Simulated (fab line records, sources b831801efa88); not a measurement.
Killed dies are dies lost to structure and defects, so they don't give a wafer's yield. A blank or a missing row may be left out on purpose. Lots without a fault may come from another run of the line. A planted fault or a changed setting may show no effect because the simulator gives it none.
Which tool did it? | flow sky130 | 14 lots, 42 wafers sampled, at 6 steps of a route of 708

WHAT THE GAUGES READ, wafer by wafer
SKY_LDD_LDN_OVL_MEAS_07.
lot  | measured     | on         | LDD_LDN_OVL (nm)
L778 | day 22 13:10 | overlay-01 | 1.8 -0.9 0.9
L779 | day 23 00:20 | overlay-01 | 1.8 2.9 2.2
L782 | day 25 00:29 | overlay-01 | -1.4 -2.7 -2.0
L783 | day 25 09:18 | overlay-01 | -1.0 -0.6 -1.6
L784 | day 25 08:59 | overlay-01 | -1.2 0.0 -0.8
L786 | day 25 11:56 | overlay-01 | - - -
L785 | day 25 14:15 | overlay-02 | - - -
L788 | day 26 02:38 | overlay-02 | -0.5 -0.5 -0.7
L787 | day 26 09:48 | overlay-01 | 2.7 0.7 1.7
L795 | day 28 13:42 | overlay-01 | -2.9 -4.0 -2.1
L796 | day 29 01:38 | overlay-01 | 0.4 -0.8 -0.8
L798 | day 29 13:54 | overlay-02 | 2.5 3.3 2.8
L799 | day 29 19:50 | overlay-02 | 2.3 2.7 1.8
L801 | day 30 12:20 | overlay-02 | 3.6 4.6 3.3

SKY_SPACER_THK_MEAS_01.
lot  | measured     | on            | SPACER_CVD_00_THK (nm)
L778 | day 22 15:13 | film_metro-01 | 42.8 43.2 42.9
L779 | day 23 03:34 | film_metro-01 | 42.7 42.7 42.7
L782 | day 25 05:16 | film_metro-02 | 42.7 43.0 42.7
L783 | day 25 13:28 | film_metro-04 | 42.2 42.4 42.6
L784 | day 25 11:39 | film_metro-02 | 43.2 43.0 43.5
L786 | day 25 20:34 | film_metro-02 | 42.9 42.8 43.0
L785 | day 25 20:34 | film_metro-01 | 42.7 42.7 42.6
L788 | day 26 08:28 | film_metro-01 | 42.5 42.9 42.7
L787 | day 26 11:51 | film_metro-04 | 42.7 42.2 42.7
L795 | day 28 15:46 | film_metro-02 | 42.5 42.6 42.7
L796 | day 29 05:01 | film_metro-02 | 44.1 43.1 43.4
L798 | day 29 16:21 | film_metro-01 | 43.2 43.0 42.8
L799 | day 29 21:53 | film_metro-04 | 43.3 42.9 43.2
L801 | day 30 14:23 | film_metro-02 | 42.9 42.8 43.3

SKY_RES_XHIGH_TW_MEAS_09.
lot  | measured     | on            | RES_XHIGH_TW
L778 | day 26 08:49 | film_metro-03 | 1637 1634 1631
L779 | day 26 18:42 | film_metro-04 | 1639 1648 1635
L782 | day 28 20:04 | film_metro-04 | 1651 1647 1644
L783 | day 29 04:04 | film_metro-04 | 1642 1644 1647
L784 | day 29 02:33 | film_metro-02 | 1624 1632 1642
L786 | day 29 11:20 | film_metro-03 | 1918 1932 1923
L785 | day 29 11:38 | film_metro-04 | 1917 1916 1923
L788 | day 29 21:09 | film_metro-04 | 1645 1653 1633
L787 | day 30 02:41 | film_metro-02 | 1631 1639 1632
L795 | day 32 02:26 | film_metro-03 | 1637 1629 1634
L796 | day 32 15:52 | film_metro-04 | 1654 1653 1652
L798 | day 33 02:19 | film_metro-04 | 1638 1644 1641
L799 | day 33 07:47 | film_metro-03 | 1645 1641 1627
L801 | day 33 23:21 | film_metro-02 | 1625 1630 1622

WHICH TOOL RAN EACH LOT (tool, then ch and the chambers of the sampled wafers, then the start)
lot  | SKY_POLY_GATE_ETCH_17            | SKY_LDD_P_STRIP_10                   | SKY_LDD_LDN_COAT_02
L778 | rie_si-01 ch 0,1,3, day 16 01:28 | plasma_asher-01 ch 0,1, day 18 15:32 | litho_track-04 ch 0, day 21 21:02
L779 | rie_si-01 ch 0,2, day 16 14:53   | plasma_asher-01 ch 0,1, day 19 04:39 | litho_track-02 ch 0, day 22 09:45
L782 | rie_si-01 ch 1,2, day 18 13:02   | plasma_asher-02 ch 0,1, day 21 06:35 | litho_track-04 ch 0, day 24 09:32
L783 | rie_si-01 ch 0,2,3, day 18 22:43 | plasma_asher-02 ch 0,1, day 21 15:53 | litho_track-04 ch 0, day 24 19:41
L784 | rie_si-02 ch 0,1,2, day 18 23:04 | plasma_asher-03 ch 0,1, day 21 15:44 | litho_track-02 ch 0, day 24 19:07
L786 | rie_si-01 ch 0,1, day 19 03:47   | plasma_asher-03 ch 0,1, day 21 19:45 | litho_track-04, day 24 22:01
L785 | rie_si-02 ch 0,2, day 19 05:05   | plasma_asher-03 ch 0,1, day 21 21:04 | litho_track-03, day 25 00:44
L788 | rie_si-01 ch 0,1,2, day 19 18:05 | plasma_asher-03 ch 0,1, day 22 09:29 | litho_track-02 ch 0, day 25 11:51
L787 | rie_si-02 ch 1,2, day 20 00:32   | plasma_asher-01 ch 0,1, day 22 16:53 | litho_track-04 ch 0, day 25 19:23
L795 | rie_si-01 ch 0,1,2, day 22 09:52 | plasma_asher-03 ch 0,1, day 25 00:07 | litho_track-04 ch 0, day 27 22:59
L796 | rie_si-02 ch 0,3, day 22 20:53   | plasma_asher-02 ch 0,1, day 25 11:17 | litho_track-04 ch 0, day 28 11:49
L798 | rie_si-02 ch 0,1, day 23 12:31   | plasma_asher-01 ch 1, day 26 02:03   | litho_track-04 ch 0, day 29 01:02
L799 | rie_si-01 ch 0,2,3, day 23 17:22 | plasma_asher-02 ch 0,1, day 26 06:18 | litho_track-02 ch 0, day 29 05:57
L801 | rie_si-01 ch 1,2, day 24 12:41   | plasma_asher-03 ch 0,1, day 27 00:41 | litho_track-03 ch 0, day 29 23:11
- SKY_POLY_GATE_ETCH_17: etches poly-Si in HBr/Cl2, stops on SiO2, target depth 180 nm, time 70.5 s.
- SKY_LDD_P_STRIP_10: strips in O2/N2.
- SKY_LDD_LDN_COAT_02: resist thk 1140 nm.

WHAT THE TOOLS THEMSELVES READ (means of the sampled wafers that have a number; where no wafer has one, the mark that the record gives instead)
SKY_POLY_GATE_ETCH_17.
lot  | tool      | chamber_pressure_mTorr (mTorr) | drypump_motor_current_A (A) | oes_product_au (a.u.) | throttle_valve_pct (%)
L778 | rie_si-01 | 9.994                          | 6.0                         | 0.987                 | 33.676
L779 | rie_si-01 | 10.006                         | 5.2                         | 0.989                 | 33.687
L782 | rie_si-01 | 10.007                         | 5.4                         | 0.989                 | 33.694
L783 | rie_si-01 | 10.002                         | 5.8                         | 0.974                 | 33.679
L784 | rie_si-02 | 9.993                          | 5.5                         | 0.979                 | 33.684
L786 | rie_si-01 | 10.015                         | 5.7                         | 0.986                 | 33.682
L785 | rie_si-02 | 9.998                          | 5.4                         | 0.981                 | 33.691
L788 | rie_si-01 | 9.998                          | 5.4                         | 0.983                 | 33.690
L787 | rie_si-02 | 9.997                          | 5.8                         | 0.986                 | 33.686
L795 | rie_si-01 | 10.001                         | 5.5                         | 0.977                 | 33.680
L796 | rie_si-02 | 10.000                         | 5.2                         | 0.983                 | 33.686
L798 | rie_si-02 | 10.003                         | 5.3                         | 0.982                 | 33.687
L799 | rie_si-01 | 10.000                         | 5.8                         | 0.979                 | 33.684
L801 | rie_si-01 | 10.001                         | 5.2                         | 0.978                 | 33.685

SKY_LDD_P_STRIP_10.
lot  | tool            | chamber_pressure_mTorr (mTorr) | drypump_motor_current_A (A) | oes_product_au (a.u.) | strip_time_to_endpoint_s (s)
L778 | plasma_asher-01 | 1499.8                         | 5.7                         | 0.718                 | 14.31
L779 | plasma_asher-01 | 1499.6                         | 5.7                         | 0.713                 | 14.31
L782 | plasma_asher-02 | 1500.7                         | 5.2                         | 0.714                 | 14.29
L783 | plasma_asher-02 | 1500.1                         | 5.1                         | 0.720                 | 14.30
L784 | plasma_asher-03 | 1501.4                         | 6.1                         | 0.712                 | 14.30
L786 | plasma_asher-03 | 1501.4                         | 6.3                         | 0.719                 | 14.32
L785 | plasma_asher-03 | 1498.9                         | 6.1                         | 0.713                 | 14.34
L788 | plasma_asher-03 | 1499.5                         | 6.3                         | 0.713                 | 14.31
L787 | plasma_asher-01 | 1499.4                         | 5.4                         | 0.718                 | 14.32
L795 | plasma_asher-03 | 1500.8                         | 6.3                         | 0.712                 | 14.31
L796 | plasma_asher-02 | 1500.4                         | 5.2                         | 0.712                 | 14.40
L798 | plasma_asher-01 | 1499.6                         | 5.2                         | 0.713                 | 14.31
L799 | plasma_asher-02 | 1500.5                         | 5.2                         | 0.717                 | 14.34
L801 | plasma_asher-03 | 1498.9                         | 6.1                         | 0.718                 | 14.32

SKY_LDD_LDN_COAT_02.
lot  | tool           | chill_plate_temp_C (C) | dispense_pressure_kPa (kPa)
L778 | litho_track-04 | 22.84                  | 55.2
L779 | litho_track-02 | 23.20                  | 49.3
L782 | litho_track-04 | 23.10                  | 55.2
L783 | litho_track-04 | 22.92                  | 55.2
L784 | litho_track-02 | 22.88                  | 49.4
L786 | litho_track-04 | -                      | -
L785 | litho_track-03 | -                      | -
L788 | litho_track-02 | 23.07                  | 49.3
L787 | litho_track-04 | 22.86                  | 55.2
L795 | litho_track-04 | 23.08                  | 55.2
L796 | litho_track-04 | 23.14                  | 55.2
L798 | litho_track-04 | 22.93                  | 55.2
L799 | litho_track-02 | 23.05                  | 49.3
L801 | litho_track-03 | 22.88                  | 49.9

THE ANSWER, worked out from the rows above alone
Rule: what is usual is taken from the lots themselves. Put in order of their means at a reading, lots are off if they are a third of the lots or fewer, leave a main group of 4 or more, and stand apart from it by a gap of 3 or more times the standard deviation of the main group's means; of several such gaps the widest counts. A main group whose means are all the same, to the digits that the tables above print for the reading, isn't used. A lot without any number at a reading at which 4 lots or more have one is off too. The other lots that the step has rows for count as sound. The gauges are gone through in route order, then the tools' own readings, and for those a lot's mean is taken as printed above. The first step at which some lot is off is used, and at that step the reading that is off furthest; a lot without a number counts as furthest.
Off: L786, L785, at SKY_LDD_LDN_OVL_MEAS_07 (LDD_LDN_OVL). Without a number there: L786, L785. The main group: mean 0.5 nm, standard deviation 2.
A tool fits if, at a process step before that reading, it ran every lot that is off, and no sound lot after the first of them. The gauges at SKY_LDD_LDN_OVL_MEAS_07 aren't tried: what is off there is off at SKY_RES_XHIGH_TW_MEAS_09 too, on other tools, and a gauge's error can't cause that. None of those tried fits.

WHAT THE SIMULATOR HAD PUT IN
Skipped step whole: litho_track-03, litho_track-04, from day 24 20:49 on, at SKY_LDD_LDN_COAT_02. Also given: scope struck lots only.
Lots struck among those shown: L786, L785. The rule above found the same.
